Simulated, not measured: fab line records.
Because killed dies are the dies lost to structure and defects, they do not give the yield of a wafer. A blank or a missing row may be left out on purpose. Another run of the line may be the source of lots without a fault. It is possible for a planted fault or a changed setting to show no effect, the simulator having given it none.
The same fault as seen by 2 desks + flow sky130 + every desk sees just its own numbers, and what lay behind them comes last

TOOL OWNER'S DESK, plasma-asher-04
The tool's own readings at SKY_METAL1_STRIP_20 (strips in O2/N2): means of the sampled wafers that have a number, for each lot that ran on this tool. If a lot's mean is further than 4 standard deviations from the usual mean, the lot is out of limits and carries the mark OUT (the distance appears in the brackets).
Columns: A = drypump-motor-current-A at SKY_METAL1_STRIP_20, usual 5.8 A; B = oes-product-au at SKY_METAL1_STRIP_20, usual 0.342 a.u.; C = strip-time-to-endpoint-s at SKY_METAL1_STRIP_20, usual 2.68 s
| lot  | first seen here | A   | B     | C    |
|------|-----------------|-----|-------|------|
| L831 | day 34 00:04    | 5.4 | 0.343 | 2.66 |
| L834 | day 35 01:56    | 5.4 | 0.344 | 2.67 |
| L844 | day 38 04:14    | 5.3 | 0.342 | 2.70 |
| L846 | day 38 20:20    | 5.4 | 0.343 | 2.75 |
This desk's finding: nothing out of limits on any of the 4 lots.

THE METROLOGY DESK
What the gauges read, lot by lot, whatever tool the lot ran on: means of the sampled wafers that have a number. If a lot's mean is further than 4 standard deviations from the usual mean, the lot is out of limits and carries the mark OUT (the distance appears in the brackets). Readings shown: 7 of its 8, picked as those furthest out on some lot.
Columns: A = cd-nm at SKY_METAL1_CD_MEAS_15, usual 139.9 nm; B = VIA1_HDPCVD_THK at SKY_VIA1_THK_MEAS_01, usual 1032 nm; C = VIA1_BOW at SKY_VIA1_BOW_MEAS_03, usual 80 um; D = cd-nm at SKY_VIA1_CD_MEAS_12, usual 149.7 nm; E = VIA1_OVL at SKY_VIA1_OVL_MEAS_13, usual 1 nm; F = VIA1_W_RS at SKY_VIA1_RS_MEAS_22, usual 0.426 ohm/sq; G = VIA1_W_THK at SKY_VIA1_THK_MEAS_23, usual 268 nm
| lot  | first seen here | A     | B    | C  | D     | E  | F     | G   |
|------|-----------------|-------|------|----|-------|----|-------|-----|
| L831 | day 33 23:44    | 140.8 | 1027 | 81 | 149.5 | 5  | 0.432 | 265 |
| L834 | day 35 01:35    | 141.7 | 1021 | 84 | 148.8 | 8  | 0.422 | 270 |
| L835 | day 35 08:53    | 141.5 | 1031 | 86 | 152.3 | -6 | 0.428 | 269 |
| L844 | day 38 03:54    | 139.8 | 1052 | 88 | 149.7 | -1 | 0.422 | 270 |
| L846 | day 38 20:00    | 138.0 | 1037 | 84 | 146.4 | 10 | 0.425 | 267 |
| L850 | day 39 23:15    | 141.5 | 1032 | 84 | 150.0 | -0 | 0.433 | 263 |
This desk's finding: nothing out of limits on any of the 6 lots.

BROUGHT TOGETHER
Nothing out of limits was seen by the tool owner's desk.
From the metrology desk's view, nothing was out of limits.

WHAT THE SIMULATOR HAD PUT IN
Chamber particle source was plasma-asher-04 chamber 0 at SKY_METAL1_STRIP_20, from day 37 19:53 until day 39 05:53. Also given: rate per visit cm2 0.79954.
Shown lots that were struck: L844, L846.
